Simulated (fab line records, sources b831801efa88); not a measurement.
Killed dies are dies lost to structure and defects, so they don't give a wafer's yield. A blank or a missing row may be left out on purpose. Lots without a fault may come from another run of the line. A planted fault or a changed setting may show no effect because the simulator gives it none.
Which tool did it? | flow sky130 | 11 lots, 33 wafers sampled, at 5 steps of a route of 708

WHAT THE GAUGES READ, wafer by wafer
SKY_METAL1_CD_MEAS_15: target cd 140 nm. Usual: cd_nm 140.1 nm, standard deviation 1.7.
lot  | measured     | on        | cd_nm (nm)        | flag
L620 | day 35 01:30 | cd_sem-02 | 137.7 136.9 138.7 |
L623 | day 35 08:36 | cd_sem-02 | 136.7 135.7 139.0 |
L625 | day 35 22:42 | cd_sem-02 | 141.7 141.2 142.8 |
L626 | day 36 08:52 | cd_sem-01 | 137.9 137.7 137.3 |
L627 | day 36 13:27 | cd_sem-01 | 139.4 141.6 139.7 |
L629 | day 36 21:37 | cd_sem-02 | 139.1 140.6 139.5 |
L633 | day 38 06:59 | cd_sem-01 | 140.2 139.8 141.1 |
L635 | day 38 21:22 | cd_sem-01 | 141.3 140.0 140.6 |
L637 | day 39 08:45 | cd_sem-02 | 141.4 139.5 142.2 |
L638 | day 39 20:43 | cd_sem-02 | 141.3 142.3 142.0 |
L639 | day 40 01:33 | cd_sem-01 | 140.8 141.8 142.9 |

SKY_METAL2_RS_MEAS_05: measures by four-point-probe. Usual: METAL2_ALCU_RS 0.1220 ohm/sq, standard deviation 0.0012.
lot  | measured     | on            | METAL2_ALCU_RS (ohm/sq) | flag
L620 | day 36 07:44 | film_metro-03 | 0.1212 0.1235 0.1206    |
L623 | day 36 14:35 | film_metro-03 | 0.1222 0.1213 0.1214    |
L625 | day 37 03:16 | film_metro-03 | 0.1392 0.1404 0.1396    | OFF
L626 | day 37 13:13 | film_metro-04 | 0.1225 0.1213 0.1226    |
L627 | day 37 18:11 | film_metro-01 | 0.1388 0.1388 0.1402    | OFF
L629 | day 38 02:44 | film_metro-01 | 0.1409 0.1396 0.1388    | OFF
L633 | day 39 11:24 | film_metro-04 | 0.1193 0.1216 0.1193    |
L635 | day 40 01:26 | film_metro-04 | 0.1220 0.1215 0.1215    |
L637 | day 40 12:43 | film_metro-03 | 0.1226 0.1223 0.1235    |
L638 | day 40 23:52 | film_metro-01 | 0.1235 0.1198 0.1218    |
L639 | day 41 05:04 | film_metro-01 | 0.1197 0.1208 0.1209    |

SKY_METAL2_THK_MEAS_06: measures by xrf. Usual: METAL2_ALCU_THK 261.2 nm, standard deviation 2.5.
lot  | measured     | on            | METAL2_ALCU_THK (nm) | flag
L620 | day 36 07:50 | film_metro-03 | 264.5 260.8 265.7    |
L623 | day 36 14:42 | film_metro-03 | 260.6 262.6 262.7    |
L625 | day 37 03:23 | film_metro-03 | 230.0 227.3 229.5    | OFF
L626 | day 37 13:19 | film_metro-04 | 259.5 263.2 258.4    |
L627 | day 37 18:18 | film_metro-01 | 228.9 229.9 225.5    | OFF
L629 | day 38 02:50 | film_metro-01 | 226.3 230.0 231.4    | OFF
L633 | day 39 11:30 | film_metro-04 | 264.4 261.7 266.5    |
L635 | day 40 01:34 | film_metro-04 | 260.6 263.7 261.7    |
L637 | day 40 12:49 | film_metro-03 | 260.3 260.7 261.7    |
L638 | day 40 23:59 | film_metro-01 | 258.4 264.8 264.0    |
L639 | day 41 05:10 | film_metro-01 | 264.5 260.7 264.0    |

WHICH TOOL RAN EACH LOT (tool, then ch and the chambers of the sampled wafers, then the start)
lot  | SKY_METAL1_SPUTTER_02        | SKY_METAL2_SPUTTER_02
L620 | pvd_sputter-02, day 33 22:20 | pvd_sputter-01, day 36 07:36
L623 | pvd_sputter-04, day 34 04:31 | pvd_sputter-03, day 36 14:29
L625 | pvd_sputter-01, day 34 19:08 | pvd_sputter-03, day 37 03:10
L626 | pvd_sputter-04, day 35 06:37 | pvd_sputter-01, day 37 13:04
L627 | pvd_sputter-04, day 35 10:16 | pvd_sputter-03, day 37 18:05
L629 | pvd_sputter-01, day 35 20:04 | pvd_sputter-03, day 38 02:37
L633 | pvd_sputter-04, day 37 05:51 | pvd_sputter-01, day 39 11:16
L635 | pvd_sputter-01, day 37 19:32 | pvd_sputter-02, day 40 01:21
L637 | pvd_sputter-01, day 38 07:10 | pvd_sputter-03, day 40 12:35
L638 | pvd_sputter-04, day 38 19:58 | pvd_sputter-01, day 40 23:46
L639 | pvd_sputter-01, day 39 00:21 | pvd_sputter-03, day 41 04:56
- SKY_METAL1_SPUTTER_02: material AlCu, target thk 250 nm, time 13.3 s.
- SKY_METAL2_SPUTTER_02: material AlCu, target thk 250 nm, time 13.79 s.

WHAT THE TOOLS THEMSELVES READ (means of the sampled wafers that have a number; where no wafer has one, the mark that the record gives instead)
SKY_METAL1_SPUTTER_02. Usual: throttle_valve_pct 30.4 %, standard deviation 0.93.
lot  | tool           | throttle_valve_pct (%) | flag
L620 | pvd_sputter-02 | 29.9                   |
L623 | pvd_sputter-04 | 30.0                   |
L625 | pvd_sputter-01 | 31.0                   |
L626 | pvd_sputter-04 | 30.1                   |
L627 | pvd_sputter-04 | 29.4                   |
L629 | pvd_sputter-01 | 30.9                   |
L633 | pvd_sputter-04 | 29.3                   |
L635 | pvd_sputter-01 | 30.9                   |
L637 | pvd_sputter-01 | 31.3                   |
L638 | pvd_sputter-04 | 30.5                   |
L639 | pvd_sputter-01 | 31.7                   |

SKY_METAL2_SPUTTER_02. Usual: throttle_valve_pct 30.1 %, standard deviation 0.86.
lot  | tool           | throttle_valve_pct (%) | flag
L620 | pvd_sputter-01 | 31.5                   |
L623 | pvd_sputter-03 | 29.3                   |
L625 | pvd_sputter-03 | 29.2                   |
L626 | pvd_sputter-01 | 30.1                   |
L627 | pvd_sputter-03 | 29.5                   |
L629 | pvd_sputter-03 | 29.4                   |
L633 | pvd_sputter-01 | 29.9                   |
L635 | pvd_sputter-02 | 30.0                   |
L637 | pvd_sputter-03 | 29.6                   |
L638 | pvd_sputter-01 | 31.1                   |
L639 | pvd_sputter-03 | 29.7                   |

THE ANSWER, worked out from the rows above alone
Rule: a lot is off if the mean of its wafers that have a number lies more than 3 standard deviations from the usual mean. A lot without any number at a reading at which 4 lots or more have one is off too. The other lots that the step has rows for count as sound. The gauges are gone through in route order, then the tools' own readings, and for those a lot's mean is taken as printed above. The first step at which some lot is off is used, and at that step the reading that is off furthest; a lot without a number counts as furthest.
Off: L625, L627, L629, at SKY_METAL2_RS_MEAS_05 (METAL2_ALCU_RS).
A tool fits if, at a process step before that reading, it ran every lot that is off, and no sound lot after the first of them. The gauges at SKY_METAL2_RS_MEAS_05 are tried like those tools. None of those tried fits.

WHAT THE SIMULATOR HAD PUT IN
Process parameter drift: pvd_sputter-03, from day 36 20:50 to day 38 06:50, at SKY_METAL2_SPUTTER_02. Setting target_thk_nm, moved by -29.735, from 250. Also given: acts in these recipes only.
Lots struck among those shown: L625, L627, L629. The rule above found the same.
